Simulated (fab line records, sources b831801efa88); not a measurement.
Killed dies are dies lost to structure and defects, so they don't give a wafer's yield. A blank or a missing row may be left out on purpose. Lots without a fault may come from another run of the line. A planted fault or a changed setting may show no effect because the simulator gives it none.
Which tool did it? | flow sky130 | 24 lots, 72 wafers sampled, at 3 steps of a route of 708

WHAT THE GAUGES READ, wafer by wafer
SKY_SD_N_TW_MEAS_12. Usual: SD_N_TW 3997, standard deviation 50.
lot  | measured     | on            | SD_N_TW        | flag
L074 | day 28 03:42 | film_metro-01 | 3941 3923 3918 |
L075 | day 28 12:08 | film_metro-04 | 4025 4035 4026 |
L076 | day 29 01:47 | film_metro-03 | 4006 4053 4025 |
L077 | day 29 17:10 | film_metro-03 | 4034 4031 4065 |
L079 | day 29 20:00 | film_metro-01 | 3943 3963 3942 |
L078 | day 30 02:03 | film_metro-04 | 4011 4012 4001 |
L080 | day 30 08:54 | film_metro-04 | 4005 4011 4004 |
L081 | day 30 19:06 | film_metro-03 | 4039 4029 4059 |
L082 | day 31 02:10 | film_metro-04 | 4044 4019 4018 |
L083 | day 31 19:06 | film_metro-01 | 3932 3935 3923 |
L084 | day 32 02:53 | film_metro-01 | 3973 3951 3972 |
L085 | day 32 07:47 | film_metro-04 | 4034 4071 4034 |
L086 | day 32 10:38 | film_metro-04 | 4043 4012 4022 |
L087 | day 32 18:06 | film_metro-01 | 3926 3949 3929 |
L088 | day 33 10:43 | film_metro-03 | 4023 4047 4059 |
L089 | day 33 16:50 | film_metro-04 | 4068 4057 4057 |
L090 | day 33 19:54 | film_metro-03 | 4086 4034 4058 |
L091 | day 33 23:30 | film_metro-01 | 3910 3920 3916 |
L092 | day 34 07:11 | film_metro-04 | 4015 4025 4022 |
L094 | day 34 16:39 | film_metro-01 | 3928 3942 3919 |
L093 | day 34 19:45 | film_metro-01 | 3943 3936 3927 |
L095 | day 35 08:08 | film_metro-04 | 4016 4004 4023 |
L096 | day 35 10:51 | film_metro-03 | 4048 4076 4070 |
L097 | day 35 12:12 | film_metro-01 | 3941 3950 3948 |

SKY_VIA1_OVL_MEAS_13. Usual: VIA1_OVL 0 nm, standard deviation 4.5.
lot  | measured     | on         | VIA1_OVL (nm) | flag
L074 | day 34 08:31 | overlay-02 | -4 -3 -1      |
L075 | day 34 18:00 | overlay-01 | 1 0 6         |
L076 | day 35 04:30 | overlay-01 | 1 6 4         |
L077 | day 35 18:41 | overlay-01 | 11 5 -5       |
L079 | day 35 21:16 | overlay-02 | 1 -3 6        |
L078 | day 36 03:02 | overlay-01 | 5 7 8         |
L080 | day 36 09:38 | overlay-01 | 6 0 -2        |
L081 | day 36 22:04 | overlay-02 | 2 2 0         |
L082 | day 37 03:09 | overlay-01 | 1 9 8         |
L083 | day 37 17:10 | overlay-01 | -9 -4 -7      |
L084 | day 38 00:24 | overlay-02 | -4 -5 1       |
L085 | day 38 04:25 | overlay-02 | 3 3 8         |
L086 | day 38 05:51 | overlay-02 | -5 -3 -2      |
L087 | day 38 13:30 | overlay-01 | 5 7 5         |
L088 | day 39 05:20 | overlay-02 | 0 -1 -1       |
L089 | day 39 10:29 | overlay-02 | 7 2 4         |
L090 | day 39 14:33 | overlay-02 | 4 -3 -3       |
L091 | day 39 16:59 | overlay-01 | -5 2 1        |
L092 | day 39 23:57 | overlay-02 | -6 -3 -2      |
L094 | day 40 08:24 | overlay-01 | 4 -9 -7       |
L093 | day 40 10:49 | overlay-01 | 2 -2 -6       |
L095 | day 40 22:18 | overlay-02 | -5 1 -7       |
L096 | day 41 01:42 | overlay-01 | 0 5 -4        |
L097 | day 41 03:53 | overlay-01 | -2 7 -6       |

WHICH TOOL RAN EACH LOT (tool, then ch and the chambers of the sampled wafers, then the start)
lot  | SKY_METAL1_DESCUM_17
L074 | rie_metal-01 ch 0,1, day 33 03:30
L075 | rie_metal-02 ch 0,1, day 33 12:57
L076 | rie_metal-03 ch 0,1, day 34 00:03
L077 | rie_metal-01 ch 0,1, day 34 14:21
L079 | rie_metal-02 ch 0,1, day 34 16:53
L078 | rie_metal-01 ch 0,1, day 34 23:26
L080 | rie_metal-03 ch 0,1, day 35 05:43
L081 | rie_metal-01 ch 0, day 35 18:10
L082 | rie_metal-03 ch 0,1, day 35 23:14
L083 | rie_metal-02 ch 0,1, day 36 14:27
L084 | rie_metal-02 ch 0,1, day 36 21:44
L085 | rie_metal-01 ch 0, day 37 01:53
L086 | rie_metal-01 ch 0, day 37 04:30
L087 | rie_metal-03 ch 0,1, day 37 10:36
L088 | rie_metal-02 ch 0,1, day 38 02:57
L089 | rie_metal-01 ch 0,1, day 38 08:08
L090 | rie_metal-03 ch 0,1, day 38 11:50
L091 | rie_metal-02 ch 0,1, day 38 13:53
L092 | rie_metal-03 ch 0,1, day 38 21:50
L094 | rie_metal-03 ch 0,1, day 39 06:08
L093 | rie_metal-03 ch 0,1, day 39 09:03
L095 | rie_metal-03 ch 0,1, day 39 20:09
L096 | rie_metal-03 ch 0,1, day 39 23:33
L097 | rie_metal-01 ch 0,1, day 40 01:35
- SKY_METAL1_DESCUM_17: chemistry O2, time 8 s.

WHAT THE TOOLS THEMSELVES READ (means of the sampled wafers that have a number; where no wafer has one, the mark that the record gives instead)
SKY_METAL1_DESCUM_17. Usual: chamber_pressure_mTorr 10.000 mTorr, standard deviation 0.0095; drypump_motor_current_A 5.99 A, standard deviation 0.29; he_backside_leak_sccm 3.24 sccm, standard deviation 0.18; oes_product_au 1.001 a.u., standard deviation 0.011; rf_fwd_power_W 147.2 W, standard deviation 0.71.
lot  | tool         | chamber_pressure_mTorr (mTorr) | drypump_motor_current_A (A) | he_backside_leak_sccm (sccm) | oes_product_au (a.u.) | rf_fwd_power_W (W) | flag
L074 | rie_metal-01 | 10.004                         | 5.95                        | 3.07                         | 1.009                 | 147.9              |
L075 | rie_metal-02 | 10.009                         | 6.06                        | 3.40                         | 1.000                 | 147.1              |
L076 | rie_metal-03 | 10.009                         | 5.98                        | 3.11                         | 1.001                 | 146.8              |
L077 | rie_metal-01 | 9.994                          | 5.99                        | 3.14                         | 1.015                 | 147.4              |
L079 | rie_metal-02 | 9.999                          | 6.31                        | 3.10                         | 1.007                 | 146.9              |
L078 | rie_metal-01 | 9.992                          | 5.94                        | 3.30                         | 1.008                 | 147.9              |
L080 | rie_metal-03 | 10.005                         | 5.80                        | 3.43                         | 1.010                 | 146.9              |
L081 | rie_metal-01 | 10.000                         | 6.02                        | 3.15                         | 1.003                 | 148.0              |
L082 | rie_metal-03 | 10.002                         | 5.81                        | 3.35                         | 0.991                 | 146.9              |
L083 | rie_metal-02 | 10.010                         | 6.33                        | 3.18                         | 1.003                 | 146.7              |
L084 | rie_metal-02 | 10.002                         | 6.04                        | 3.30                         | 0.998                 | 146.9              |
L085 | rie_metal-01 | 9.999                          | 6.01                        | 3.09                         | 0.994                 | 147.3              |
L086 | rie_metal-01 | 9.995                          | 6.00                        | 3.03                         | 1.003                 | 147.1              |
L087 | rie_metal-03 | 9.998                          | 5.98                        | 3.23                         | 0.993                 | 146.6              |
L088 | rie_metal-02 | 10.002                         | 6.31                        | 3.22                         | 1.018                 | 147.1              |
L089 | rie_metal-01 | 10.003                         | 6.00                        | 3.13                         | 1.008                 | 147.7              |
L090 | rie_metal-03 | 10.004                         | 5.96                        | 3.27                         | 0.990                 | 146.7              |
L091 | rie_metal-02 | 10.004                         | 6.03                        | 3.40                         | 1.000                 | 147.1              |
L092 | rie_metal-03 | 9.995                          | 5.83                        | 3.28                         | 0.993                 | 147.1              |
L094 | rie_metal-03 | 9.989                          | 5.97                        | 3.28                         | 1.002                 | 146.7              |
L093 | rie_metal-03 | 10.007                         | 5.79                        | 3.26                         | 0.993                 | 147.6              |
L095 | rie_metal-03 | 9.998                          | 5.99                        | 3.28                         | 0.991                 | 146.4              |
L096 | rie_metal-03 | 9.993                          | 5.96                        | 3.35                         | 0.990                 | 146.2              |
L097 | rie_metal-01 | 9.999                          | 5.96                        | 3.17                         | 1.013                 | 148.0              |

THE ANSWER, worked out from the rows above alone
Rule: a lot is off if the mean of its wafers that have a number lies more than 3 standard deviations from the usual mean. A lot without any number at a reading at which 4 lots or more have one is off too. The other lots that the step has rows for count as sound. The gauges are gone through in route order, then the tools' own readings, and for those a lot's mean is taken as printed above. The first step at which some lot is off is used, and at that step the reading that is off furthest; a lot without a number counts as furthest.
No lot is off at any reading shown: from this, nothing can be told.

WHAT THE SIMULATOR HAD PUT IN
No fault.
